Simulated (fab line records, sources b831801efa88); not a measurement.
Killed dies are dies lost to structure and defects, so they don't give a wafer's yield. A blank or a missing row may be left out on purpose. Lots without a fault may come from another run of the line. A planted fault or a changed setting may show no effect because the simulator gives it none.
Tool commonality check | flow sky130 | 11 lots, 33 wafers sampled

WHY IT WAS OPENED
At SKY_SD_P_TW_MEAS_11 the reading SD_P_TW is flagged on 3 of 11 lots. Wafers without a fault read 2827, standard deviation 27.
Rule: a lot is flagged when every wafer of it that has a number lies more than 4 standard deviations from that mean, or none has a number. The other lots count as sound.

lot  | measured     | on            | SD_P_TW, wafer by wafer | flag
L789 | day 25 10:26 | film_metro-04 | 2788 2783 2782          |
L790 | day 26 01:06 | film_metro-04 | 2808 2789 2789          |
L792 | day 26 13:08 | film_metro-01 | 2844 2851 2841          |
L793 | day 26 17:58 | film_metro-01 | 2851 2843 2843          |
L794 | day 27 16:05 | film_metro-04 | 2796 2792 2793          |
L796 | day 28 01:49 | film_metro-04 | 2801 2783 2811          |
L797 | day 28 13:52 | film_metro-04 | 3103 3099 3096          | FLAGGED
L798 | day 28 19:26 | film_metro-03 | 2849 2855 2874          |
L802 | day 30 01:35 | film_metro-03 | 3122 3134 3130          | FLAGGED
L803 | day 30 09:15 | film_metro-03 | 3144 3131 3142          | FLAGGED
L809 | day 32 08:53 | film_metro-03 | 2855 2867 2844          |
The numbers of the flagged lots are 3122 on average: +295 against the usual, or +11 standard deviations.

WHICH TOOL RAN EACH LOT
The record holds 3 process steps before the reading, out of a route of 708 steps. In each cell: the tool, then ch and the chambers that the sampled wafers went through, then the start.
lot  | flag    | SKY_POLY_CUT_STRIP_12                | SKY_SD_P_IMPLANT_09             | SKY_SD_P_STRIP_10
L789 |         | plasma_asher-01 ch 0,1, day 24 04:45 | implanter-01 ch 0, day 25 10:14 | plasma_asher-01 ch 0,1, day 25 10:20
L790 |         | plasma_asher-04 ch 0,1, day 24 19:44 | implanter-03 ch 0, day 26 00:51 | plasma_asher-01 ch 0,1, day 26 01:00
L792 |         | plasma_asher-01 ch 0,1, day 25 08:26 | implanter-03 ch 0, day 26 12:53 | plasma_asher-04 ch 0,1, day 26 13:02
L793 |         | plasma_asher-03 ch 0,1, day 25 13:22 | implanter-03 ch 0, day 26 17:44 | plasma_asher-02 ch 1, day 26 17:51
L794 |         | plasma_asher-01 ch 0,1, day 26 11:07 | implanter-04 ch 0, day 27 15:52 | plasma_asher-02 ch 0,1, day 27 15:59
L796 |         | plasma_asher-01 ch 0,1, day 26 20:50 | implanter-04 ch 0, day 28 01:35 | plasma_asher-02 ch 0,1, day 28 01:42
L797 | FLAGGED | plasma_asher-01 ch 0,1, day 27 08:38 | implanter-01 ch 0, day 28 13:20 | plasma_asher-02 ch 0,1, day 28 13:47
L798 |         | plasma_asher-04 ch 0,1, day 27 14:43 | implanter-03 ch 0, day 28 19:11 | plasma_asher-04 ch 0,1, day 28 19:20
L802 | FLAGGED | plasma_asher-01 ch 0,1, day 28 21:08 | implanter-01 ch 0, day 30 01:02 | plasma_asher-04 ch 0,1, day 30 01:29
L803 | FLAGGED | plasma_asher-04 ch 0,1, day 29 04:53 | implanter-04 ch 0, day 30 08:41 | plasma_asher-04 ch 0,1, day 30 09:09
L809 |         | plasma_asher-04 ch 0,1, day 31 05:05 | implanter-04 ch 0, day 32 08:38 | plasma_asher-04 ch 0,1, day 32 08:47
What these steps do:
- SKY_POLY_CUT_STRIP_12: strips in O2/N2.
- SKY_SD_P_IMPLANT_09
- SKY_SD_P_STRIP_10: strips in O2/N2.
- SKY_SD_P_TW_MEAS_11

FLAGGED OVER TOTAL, TOOL BY TOOL (the gauges that took the reading come last)
step                  | tool            | lots run | flagged | share of the flagged lots | sound lots run after its first flagged lot
SKY_POLY_CUT_STRIP_12 | plasma_asher-01 | 6        | 2       | some                      | 0
SKY_POLY_CUT_STRIP_12 | plasma_asher-03 | 1        | 0       | none                      | -
SKY_POLY_CUT_STRIP_12 | plasma_asher-04 | 4        | 1       | some                      | 1 (L809)
SKY_SD_P_IMPLANT_09   | implanter-01    | 3        | 2       | some                      | 0
SKY_SD_P_IMPLANT_09   | implanter-03    | 4        | 0       | none                      | -
SKY_SD_P_IMPLANT_09   | implanter-04    | 4        | 1       | some                      | 1 (L809)
SKY_SD_P_STRIP_10     | plasma_asher-01 | 2        | 0       | none                      | -
SKY_SD_P_STRIP_10     | plasma_asher-02 | 4        | 1       | some                      | 0
SKY_SD_P_STRIP_10     | plasma_asher-04 | 5        | 2       | some                      | 1 (L809)
SKY_SD_P_TW_MEAS_11   | film_metro-01   | 2        | 0       | none                      | -
SKY_SD_P_TW_MEAS_11   | film_metro-03   | 4        | 2       | some                      | 1 (L809)
SKY_SD_P_TW_MEAS_11   | film_metro-04   | 5        | 1       | some                      | 0

WHAT THE TABLE ALLOWS
No row of the table ran every flagged lot.

WHAT THE SIMULATOR HAD PUT IN
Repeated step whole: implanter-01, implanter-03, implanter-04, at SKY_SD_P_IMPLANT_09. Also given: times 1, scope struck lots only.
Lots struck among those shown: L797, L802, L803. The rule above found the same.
